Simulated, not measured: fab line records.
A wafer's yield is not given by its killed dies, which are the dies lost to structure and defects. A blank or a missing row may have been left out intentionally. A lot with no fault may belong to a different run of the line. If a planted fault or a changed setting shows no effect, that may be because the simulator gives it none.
The tool behind it: which one? ; flow gf180mcu ; 11 lots, 33 wafers sampled, at 2 steps of a route of 602

== WHAT THE GAUGES READ, wafer by wafer ==
GF_POLY_GATE_THK_MEAS_01.
lot;measured;on;POLY_GATE_CVD_00_THK (nm)
L888;day 9 10:53;film metro-02;201.2 198.6 200.1
L889;day 9 14:41;film metro-03;202.6 202.5 201.7
L890;day 9 22:53;film metro-04;198.8 199.9 199.8
L892;day 10 16:30;film metro-03;196.9 197.7 194.5
L894;day 11 02:59;film metro-03;204.6 204.5 205.4
L900;day 12 20:25;film metro-04;155.0 156.9 156.4 155.0 157.0 156.3
L901;day 13 03:16;film metro-04;156.8 156.6 156.8 156.9 156.6 156.8
L902;day 13 11:44;film metro-02;156.1 157.1 154.3 156.1 157.2 154.3
L903;day 13 21:37;film metro-04;157.0 158.2 158.5 157.0 158.4 158.4
L907;day 14 21:52;film metro-03;200.5 199.2 200.2
L908;day 15 08:26;film metro-04;199.7 200.3 199.6

== WHICH TOOL RAN EACH LOT (tool, then ch and the chambers of the sampled wafers, then the start) ==
lot;GF_POLY_GATE_CVD_00
L888;lpcvd-02 ch 0, day 9 09:32
L889;lpcvd-01 ch 0, day 9 13:21
L890;lpcvd-02 ch 1, day 9 21:32
L892;lpcvd-02 ch 0, day 10 15:10
L894;lpcvd-01 ch 1, day 11 01:39
L900;lpcvd-02 ch 0, day 12 19:04
L901;lpcvd-02 ch 0, day 13 01:55
L902;lpcvd-02 ch 0, day 13 10:25
L903;lpcvd-02 ch 0, day 13 20:16
L907;lpcvd-01 ch 1, day 14 20:31
L908;lpcvd-01 ch 0, day 15 07:05
- GF_POLY_GATE_CVD_00: deposits poly-Si, target thk 200 nm, time 1200 s.

== THE ANSWER, worked out from the rows above alone ==
Rule: the lots themselves supply what counts as usual. The widest of any qualifying gaps counts: lots, ordered by their means at a reading, are off when they make up no more than a third of the lots, leave a main group of 4 or more, and stand apart from it by 3 or more times the standard deviation of that group's means. If all means in a main group match to the digits the tables above print for the reading, that group is not used. A lot without any number at a reading at which 4 lots or more have one is off too. The other lots that the step has rows for count as sound.
Across all readings shown, no lot is off: no conclusion can be drawn from this.

== WHAT WAS PUT IN BY THE SIMULATOR ==
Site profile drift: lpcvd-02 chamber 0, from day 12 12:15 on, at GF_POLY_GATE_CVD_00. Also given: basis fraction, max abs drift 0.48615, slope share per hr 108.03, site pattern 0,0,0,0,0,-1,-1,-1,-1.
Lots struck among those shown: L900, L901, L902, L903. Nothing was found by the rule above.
